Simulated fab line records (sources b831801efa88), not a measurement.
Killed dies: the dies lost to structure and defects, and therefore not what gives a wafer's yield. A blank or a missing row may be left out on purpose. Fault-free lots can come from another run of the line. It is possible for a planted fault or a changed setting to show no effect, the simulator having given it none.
Tool commonality check :: flow gf180mcu :: 12 lots, 35 wafers sampled

## WHY IT WAS OPENED
Of 12 lots, 2 have the reading NSD_RS flagged at GF_PSD_RS_MEAS_14. No-fault wafers: 46.36 ohm/sq, standard deviation 0.089.
Rule: a lot is flagged when every wafer of it that has a number lies more than 4 standard deviations from that mean, or none has a number. The other lots count as sound.

lot: L118
measured: day 14 09:25
on: film-metro-02
NSD_RS (ohm/sq), wafer by wafer: 46.41 46.45 46.47
flag: 

lot: L119
measured: day 14 19:30
on: film-metro-02
NSD_RS (ohm/sq), wafer by wafer: 46.21 46.24 46.30
flag: 

lot: L121
measured: day 15 10:40
on: film-metro-01
NSD_RS (ohm/sq), wafer by wafer: 46.38 46.36 46.51
flag: 

lot: L125
measured: day 16 23:57
on: film-metro-02
NSD_RS (ohm/sq), wafer by wafer: 46.31 46.37
flag: 

lot: L126
measured: day 17 02:52
on: film-metro-01
NSD_RS (ohm/sq), wafer by wafer: 46.43 46.49 46.36
flag: 

lot: L127
measured: day 17 07:27
on: film-metro-02
NSD_RS (ohm/sq), wafer by wafer: 46.32 46.27 46.30
flag: 

lot: L129
measured: day 17 22:39
on: film-metro-01
NSD_RS (ohm/sq), wafer by wafer: 41.06 41.01 40.99
flag: FLAGGED

lot: L131
measured: day 18 19:13
on: film-metro-01
NSD_RS (ohm/sq), wafer by wafer: 46.33 46.41 46.37
flag: 

lot: L132
measured: day 19 04:19
on: film-metro-04
NSD_RS (ohm/sq), wafer by wafer: 46.30 46.31 46.44
flag: 

lot: L138
measured: day 21 04:06
on: film-metro-02
NSD_RS (ohm/sq), wafer by wafer: 40.92 40.99 40.76
flag: FLAGGED

lot: L140
measured: day 22 00:55
on: film-metro-04
NSD_RS (ohm/sq), wafer by wafer: 46.18 46.18 46.31
flag: 

lot: L141
measured: day 22 07:29
on: film-metro-01
NSD_RS (ohm/sq), wafer by wafer: 46.57 46.36 46.41
flag: 
The mean of the flagged lots' numbers is 40.95 ohm/sq, -5.41 ohm/sq from the usual (-61 standard deviations).

## LOT BY LOT: THE TOOL USED
The record holds 3 process steps before the reading, out of a route of 602 steps. Every cell lists first the tool, next ch and the chambers used by the sampled wafers, and last the start.
lot: L118
flag: 
GF_NSD_IMPLANT_10: implanter-04 ch 0, day 13 13:01
GF_NSD_STRIP_11: plasma-asher-03 ch 0,1, day 13 13:09
GF_PSD_RTA_13: rtp-anneal-01 ch 0, day 14 09:19

lot: L119
flag: 
GF_NSD_IMPLANT_10: implanter-02 ch 0, day 13 21:51
GF_NSD_STRIP_11: plasma-asher-04 ch 0,1, day 13 22:09
GF_PSD_RTA_13: rtp-anneal-02 ch 0, day 14 19:25

lot: L121
flag: 
GF_NSD_IMPLANT_10: implanter-04 ch 0, day 14 12:43
GF_NSD_STRIP_11: plasma-asher-04 ch 0,1, day 14 12:51
GF_PSD_RTA_13: rtp-anneal-02 ch 0, day 15 10:35

lot: L125
flag: 
GF_NSD_IMPLANT_10: implanter-02 ch 0, day 16 01:01
GF_NSD_STRIP_11: plasma-asher-02 ch 0,1, day 16 01:10
GF_PSD_RTA_13: rtp-anneal-01 ch 0, day 16 23:52

lot: L126
flag: 
GF_NSD_IMPLANT_10: implanter-01 ch 0, day 16 03:53
GF_NSD_STRIP_11: plasma-asher-02 ch 0,1, day 16 04:02
GF_PSD_RTA_13: rtp-anneal-01 ch 0, day 17 02:46

lot: L127
flag: 
GF_NSD_IMPLANT_10: implanter-01 ch 0, day 16 07:58
GF_NSD_STRIP_11: plasma-asher-03 ch 0,1, day 16 08:07
GF_PSD_RTA_13: rtp-anneal-01 ch 0, day 17 07:22

lot: L129
flag: FLAGGED
GF_NSD_IMPLANT_10: implanter-04 ch 0, day 16 23:13
GF_NSD_STRIP_11: plasma-asher-02 ch 0,1, day 16 23:55
GF_PSD_RTA_13: rtp-anneal-01 ch 0, day 17 22:34

lot: L131
flag: 
GF_NSD_IMPLANT_10: implanter-02 ch 0, day 17 17:58
GF_NSD_STRIP_11: plasma-asher-03 ch 0,1, day 17 18:05
GF_PSD_RTA_13: rtp-anneal-01 ch 0, day 18 19:08

lot: L132
flag: 
GF_NSD_IMPLANT_10: implanter-02 ch 0, day 18 03:17
GF_NSD_STRIP_11: plasma-asher-04 ch 0,1, day 18 03:25
GF_PSD_RTA_13: rtp-anneal-01 ch 0, day 19 04:13

lot: L138
flag: FLAGGED
GF_NSD_IMPLANT_10: implanter-02 ch 0, day 20 03:25
GF_NSD_STRIP_11: plasma-asher-03 ch 0,1, day 20 03:53
GF_PSD_RTA_13: rtp-anneal-02 ch 0, day 21 04:01

lot: L140
flag: 
GF_NSD_IMPLANT_10: implanter-01 ch 0, day 21 00:37
GF_NSD_STRIP_11: plasma-asher-03 ch 0,1, day 21 00:44
GF_PSD_RTA_13: rtp-anneal-02 ch 0, day 22 00:50

lot: L141
flag: 
GF_NSD_IMPLANT_10: implanter-01 ch 0, day 21 07:10
GF_NSD_STRIP_11: plasma-asher-03 ch 0,1, day 21 07:17
GF_PSD_RTA_13: rtp-anneal-01 ch 0, day 22 07:23
What these steps do:
- GF_NSD_IMPLANT_10
- GF_NSD_STRIP_11: strips in O2/N2.
- GF_PSD_RTA_13: time 20 s.
- GF_PSD_RS_MEAS_14: measures by four-point-probe.

## FLAGGED AGAINST TOTAL, ONE TOOL AT A TIME (gauges that did the reading follow at the end)
step: GF_NSD_IMPLANT_10
tool: implanter-01
lots run: 4
flagged: 0
share of the flagged lots: none
sound lots run after its first flagged lot: -

step: GF_NSD_IMPLANT_10
tool: implanter-02
lots run: 5
flagged: 1
share of the flagged lots: some
sound lots run after its first flagged lot: 0

step: GF_NSD_IMPLANT_10
tool: implanter-04
lots run: 3
flagged: 1
share of the flagged lots: some
sound lots run after its first flagged lot: 0

step: GF_NSD_STRIP_11
tool: plasma-asher-02
lots run: 3
flagged: 1
share of the flagged lots: some
sound lots run after its first flagged lot: 0

step: GF_NSD_STRIP_11
tool: plasma-asher-03
lots run: 6
flagged: 1
share of the flagged lots: some
sound lots run after its first flagged lot: 2 (L140,L141)

step: GF_NSD_STRIP_11
tool: plasma-asher-04
lots run: 3
flagged: 0
share of the flagged lots: none
sound lots run after its first flagged lot: -

step: GF_PSD_RTA_13
tool: rtp-anneal-01
lots run: 8
flagged: 1
share of the flagged lots: some
sound lots run after its first flagged lot: 3 (L131,L132,L141)

step: GF_PSD_RTA_13
tool: rtp-anneal-02
lots run: 4
flagged: 1
share of the flagged lots: some
sound lots run after its first flagged lot: 1 (L140)

step: GF_PSD_RS_MEAS_14
tool: film-metro-01
lots run: 5
flagged: 1
share of the flagged lots: some
sound lots run after its first flagged lot: 2 (L131,L141)

step: GF_PSD_RS_MEAS_14
tool: film-metro-02
lots run: 5
flagged: 1
share of the flagged lots: some
sound lots run after its first flagged lot: 0

step: GF_PSD_RS_MEAS_14
tool: film-metro-04
lots run: 2
flagged: 0
share of the flagged lots: none
sound lots run after its first flagged lot: -

## WHAT IS ALLOWED BY THE TABLE
No row of the table ran every flagged lot.

## WHAT THE SIMULATOR HAD INSERTED
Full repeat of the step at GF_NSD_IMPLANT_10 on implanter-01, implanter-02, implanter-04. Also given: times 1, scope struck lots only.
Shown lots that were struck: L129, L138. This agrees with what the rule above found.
